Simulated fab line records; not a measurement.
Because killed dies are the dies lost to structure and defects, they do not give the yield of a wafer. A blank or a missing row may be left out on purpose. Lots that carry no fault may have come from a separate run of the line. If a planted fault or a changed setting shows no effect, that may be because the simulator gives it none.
Which tool did it? -- flow sky130 -- Sampling: 12 lots, 36 wafers, 6 of 708 route steps

== WHAT THE GAUGES READ, wafer by wafer ==
SKY_FIELD_ISO_THK_MEAS_02.
lot,measured,on,FIELD_ISO_OXIDATION_00_THK (nm)
L963,day 1 17:35,film_metro-01,12.04 11.93 12.08
L964,day 1 21:39,film_metro-01,11.84 11.81 11.96
L965,day 2 04:41,film_metro-02,12.01 11.72 11.85
L966,day 2 08:35,film_metro-01,12.34 12.41 12.09
L968,day 2 18:24,film_metro-03,12.52 12.44 12.53
L976,day 4 09:38,film_metro-03,11.39 11.40 11.82
L978,day 4 20:01,film_metro-01,11.91 11.75 12.01
L979,day 5 02:10,film_metro-03,11.87 11.76 11.87
L980,day 5 06:15,film_metro-03,12.28 12.03 12.03
L981,day 5 11:37,film_metro-03,11.83 11.89 11.94
L983,day 5 20:39,film_metro-03,11.89 11.71 11.85
L984,day 6 01:41,film_metro-01,12.08 12.28 12.12

SKY_PWDE_TW_MEAS_10.
lot,measured,on,PWDE_TW
L963,day 4 00:58,film_metro-04,370.5 372.8 368.2
L964,day 4 06:17,film_metro-01,372.7 371.5 375.6
L965,day 4 15:52,film_metro-04,371.1 373.0 371.4
L966,day 4 20:26,film_metro-01,370.9 372.3 372.0
L968,day 5 07:58,film_metro-03,373.8 370.8 373.6
L976,day 7 04:33,film_metro-01,392.3 391.8 395.0
L978,day 7 13:50,film_metro-03,386.8 388.7 386.7
L979,day 7 20:42,film_metro-01,373.1 372.8 373.8
L980,day 8 06:03,film_metro-04,373.8 374.0 372.7
L981,day 8 15:14,film_metro-01,372.6 373.3 371.7
L983,day 8 20:59,film_metro-04,372.5 373.8 375.6
L984,day 9 01:05,film_metro-04,372.6 372.7 371.9

SKY_NWELL_RS_MEAS_31: a four-point-probe measurement.
lot,measured,on,PWDE_RS (ohm/sq)
L963,day 5 12:03,film_metro-04,5316 5319 5322
L964,day 5 20:56,film_metro-01,5257 5257 5253
L965,day 6 04:12,film_metro-01,5268 5273 5262
L966,day 6 08:10,film_metro-04,5277 5300 5268
L968,day 6 21:10,film_metro-01,5274 5284 5284
L976,day 8 22:50,film_metro-03,4675 4665 4675
L978,day 9 08:38,film_metro-03,4691 4674 4698
L979,day 9 16:36,film_metro-01,5285 5276 5283
L980,day 10 02:23,film_metro-01,5248 5227 5246
L981,day 10 11:43,film_metro-03,5278 5272 5299
L983,day 10 17:53,film_metro-03,5292 5278 5298
L984,day 10 23:37,film_metro-04,5295 5286 5261

SKY_VT_ADJUST_NCORE_OVL_MEAS_08.
lot,measured,on,VT_ADJUST_NCORE_OVL (nm)
L963,day 8 19:53,overlay-01,0.5 0.0 -1.6
L964,day 9 05:59,overlay-01,2.1 1.2 -1.0
L965,day 9 13:36,overlay-02,0.4 -1.5 0.6
L966,day 9 18:49,overlay-02,-2.8 -2.0 -0.7
L968,day 10 08:44,overlay-01,-1.1 -1.1 -2.9
L976,day 12 19:26,overlay-02,-1.5 -1.9 -0.5
L978,day 13 07:19,overlay-02,0.4 -0.1 -0.9
L979,day 13 14:26,overlay-02,-2.2 -2.1 -1.9
L980,day 14 04:07,overlay-02,-2.1 -4.4 -2.6
L981,day 14 12:27,overlay-02,-2.5 -3.2 -1.1
L983,day 14 19:34,overlay-02,-0.8 -1.1 -1.6
L984,day 15 03:21,overlay-01,1.2 1.5 2.0

SKY_VT_ADJUST_NCORE_TW_MEAS_11.
lot,measured,on,VT_ADJUST_NCORE_TW
L963,day 8 20:11,film_metro-01,217.0 218.5 218.4
L964,day 9 06:17,film_metro-01,218.0 218.7 218.4
L965,day 9 13:53,film_metro-02,218.3 217.5 218.1
L966,day 9 19:07,film_metro-02,218.8 217.1 219.1
L968,day 10 09:02,film_metro-02,219.0 220.3 219.8
L976,day 12 19:43,film_metro-03,217.6 218.9 218.5
L978,day 13 07:36,film_metro-01,218.5 219.4 218.2
L979,day 13 14:43,film_metro-03,219.4 220.0 220.3
L980,day 14 04:24,film_metro-02,218.3 218.5 218.4
L981,day 14 12:44,film_metro-03,217.5 218.2 217.9
L983,day 14 19:51,film_metro-03,217.8 218.7 216.8
L984,day 15 03:38,film_metro-02,217.6 219.1 217.5

== WHAT TOOL EACH LOT RAN ON (gives the tool, then ch and the chambers of the sampled wafers, and finally the start) ==
lot,SKY_PWDE_IMPLANT_08
L963,"implanter-01 ch 0, day 4 00:44"
L964,"implanter-01 ch 0, day 4 06:04"
L965,"implanter-01 ch 0, day 4 15:38"
L966,"implanter-02 ch 0, day 4 20:13"
L968,"implanter-04 ch 0, day 5 07:43"
L976,"implanter-01 ch 0, day 7 04:18"
L978,"implanter-01 ch 0, day 7 13:35"
L979,"implanter-02 ch 0, day 7 20:27"
L980,"implanter-04 ch 0, day 8 05:48"
L981,"implanter-04 ch 0, day 8 15:01"
L983,"implanter-04 ch 0, day 8 20:46"
L984,"implanter-02 ch 0, day 9 00:52"
- SKY_PWDE_IMPLANT_08

== AS READ BY THE TOOLS THEMSELVES (means over the sampled wafers that have a number; for cases with no such wafer, the mark the record gives instead) ==
SKY_PWDE_IMPLANT_08.
lot,tool,beam_on_s (s),end_station_pressure_torr (Torr),faraday_current_uA
L963,implanter-01,9.90,4.87e-06,20.5
L964,implanter-01,9.97,5.23e-06,20.4
L965,implanter-01,10.01,4.97e-06,20.3
L966,implanter-02,10.04,5.05e-06,20.2
L968,implanter-04,9.94,5.02e-06,20.4
L976,implanter-01,11.76,8.77e-05,17.1
L978,implanter-01,11.74,9.07e-05,17.1
L979,implanter-02,10.05,4.94e-06,20.2
L980,implanter-04,10.18,5.06e-06,20.0
L981,implanter-04,10.23,5.09e-06,19.8
L983,implanter-04,9.89,5.24e-06,20.6
L984,implanter-02,9.96,5.00e-06,20.4

== THE ANSWER, worked out from the rows above alone ==
Rule: what is usual is taken from the lots themselves. Put in order of their means at a reading, lots are off if they are a third of the lots or fewer, leave a main group of 4 or more, and stand apart from it by a gap of 3 or more times the standard deviation of the main group's means; of several such gaps the widest counts. A main group is skipped when, at the precision printed for the reading in the tables above, its means are all equal. A lot without any number at a reading at which 4 lots or more have one is off too. Where the step has rows for the other lots, those lots are counted as sound. Order of review: gauges by route order, followed by the tools' own readings, for which a lot's mean as printed above is used. At the first step where some lot is off, the reading lying furthest off is the one used; lots without a number count as furthest.
Off: at SKY_PWDE_TW_MEAS_10 (PWDE_TW), L976, L978. Main group: mean 372.6, sd 0.97.
If a tool, at a process step before that reading, ran all the lots that are off and no sound lot after the first of them, it fits. Not tried: the gauges at SKY_PWDE_TW_MEAS_10; whatever is off there is also off at SKY_PWDE_IMPLANT_08, on other tools, and gauge error can't account for it. One fits: SKY_PWDE_IMPLANT_08 on implanter-01. Its last sound lot is L965 (day 4 15:38), its first lot that is off L976 (day 7 04:18): a fault that began between those two fits.
The tool's own readings at SKY_PWDE_IMPLANT_08 bear it out: on the lots that are off they differ by more than 5 times the standard deviation of the sound lots' means. beam_on_s reads 11.75 s there against 10.02 s on the sound lots; end_station_pressure_torr reads 8.92e-05 Torr there against 5.05e-06 Torr on the sound lots; faraday_current_uA reads 17.1 there against 20.3 on the sound lots.

== WHAT WAS PUT IN BY THE SIMULATOR ==
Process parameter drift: implanter-01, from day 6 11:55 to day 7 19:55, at SKY_PWDE_IMPLANT_08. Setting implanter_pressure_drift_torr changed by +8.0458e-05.
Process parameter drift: implanter-01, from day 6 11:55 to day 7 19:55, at SKY_PWDE_IMPLANT_08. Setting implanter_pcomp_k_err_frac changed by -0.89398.
Struck lots among those shown: L976, L978. The rule given above showed the same thing.
